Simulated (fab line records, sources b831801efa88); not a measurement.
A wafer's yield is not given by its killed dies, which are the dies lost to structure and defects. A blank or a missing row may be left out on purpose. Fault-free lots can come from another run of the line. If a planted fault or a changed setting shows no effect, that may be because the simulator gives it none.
Split-lot trial    flow gf180mcu    route with 602 steps; 5 lots, 23 wafers read

## ON THE SPLIT
At GF_HV_LDD_COAT_14 (resist thk 1000 nm), the setting spinRpm was moved away from the recipe's 3000 rpm on 5 of the 23 wafers read, by -1.9% to +7.0%. This setting was run at the recipe's value on the other wafers.

Reading taken at the split's own step.

## THE READING
NOVOLAK_of_HV_LDD_COAT_14.thkNm (the simulator's own value, which no gauge read), in nm, at GF_HV_LDD_COAT_14 (resist thk 1000 nm). The file does not state a usual value for it. Here, 18 wafers ran the recipe; their average is 999.8 nm with a standard deviation of 1.8 nm.

wafer   tool, chamber at the split  spinRpm as run, rpm  against the recipe  NOVOLAK_of_HV_LDD_COAT_14.thkNm, nm  against lot-mates on the recipe
L074.1  lithoTrack-03, 0            3000                 recipe              1001                                 -
L074.5  lithoTrack-03, 0            3000                 recipe              1001                                 -
L074.2  lithoTrack-03, 0            3209                 +7.0%               969.6                                -31.1
L074.3  lithoTrack-03, 0            3209                 +7.0%               964.2                                -36.5
L074.4  lithoTrack-03, 0            3000                 recipe              1000                                 -
L077.1  lithoTrack-03, 0            3000                 recipe              1001                                 -
L077.5  lithoTrack-03, 0            3000                 recipe              1001                                 -
L077.6  lithoTrack-03, 0            3000                 recipe              1001                                 -
L077.2  lithoTrack-03, 0            3000                 recipe              1002                                 -
L077.4  lithoTrack-03, 0            3000                 recipe              999.3                                -
L081.1  lithoTrack-04, 0            3000                 recipe              1001                                 -
L081.2  lithoTrack-04, 0            3000                 recipe              1001                                 -
L081.3  lithoTrack-04, 0            3000                 recipe              999.1                                -
L081.5  lithoTrack-04, 0            3000                 recipe              1000                                 -
L081.6  lithoTrack-04, 0            3000                 recipe              998.8                                -
L082.2  lithoTrack-04, 0            3000                 recipe              994.8                                -
L082.3  lithoTrack-04, 0            3000                 recipe              996.6                                -
L082.5  lithoTrack-04, 0            3000                 recipe              998                                  -
L084.1  lithoTrack-04, 0            3000                 recipe              998.9                                -
L084.2  lithoTrack-04, 0            3000                 recipe              1001                                 -
L084.3  lithoTrack-04, 0            2942                 -1.9%               1008                                 +8.0
L084.4  lithoTrack-04, 0            2942                 -1.9%               1011                                 +11.0
L084.5  lithoTrack-04, 0            2942                 -1.9%               1011                                 +11.0

FIT RESULTS
A straight line over all 23 wafers: NOVOLAK_of_HV_LDD_COAT_14.thkNm changes by -4.79 nm for each +1% of spinRpm; r = -0.98; the points scatter about the line by 2 nm.
The same after taking each lot's own level away (the mean of its wafers on the recipe; 23 wafers): -4.89 nm for each +1%; r = -0.99; scatter 1.3 nm.
According to that fit, moving spinRpm by its largest amount changes the reading by 34 nm.
Across the lots, their own levels run from 996.47 to 1000.86 nm, a range of 2.5 times the standard deviation given above.
Hence the lot-to-lot level has little effect on the slope; both slopes agree.
Check: for one of the wafers moved furthest among these (+7.0%), held out of the fit, the line's prediction against its lot-mates is -36.4 nm. It came out at -31.1 nm against them.

## OTHER SPLITS APPLIED TO THESE WAFERS
These wafers also went through other splits before the reading. Each is held against what the fit with the lots' levels taken away leaves over:
other split on the same wafers     wafers away from the commonest value  r with NOVOLAK_of_HV_LDD_COAT_14.thkNm (lot level and that fit taken away)
GF_DUAL_GATE_COAT_06 spinRpm       9                                     +0.04
GF_DUAL_GATE_STRIP_13 powerW       10                                    +0.20
GF_HV_LDD_DEVELOP_06 developTimeS  9                                     -0.07

## THE WHOLE CHAIN: every reading that the file lists as answering this split, in the file's order
step                what it does        reading                                                                           change (the file's fit)               r (the file's)
GF_HV_LDD_COAT_14   resist thk 1000 nm  NOVOLAK_of_HV_LDD_COAT_14.thkNm (the simulator's own value, which no gauge read)  -4.86 nm for each +1% of the setting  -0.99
GF_HV_LDD_STRIP_22  strips in O2/N2     stripTimeToEndpointS                                                              withheld for each +1% of the setting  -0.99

## THE FILE'S OWN FIT
NOVOLAK_of_HV_LDD_COAT_14.thkNm changes by -4.86 nm for each +1% of spinRpm, r = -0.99.
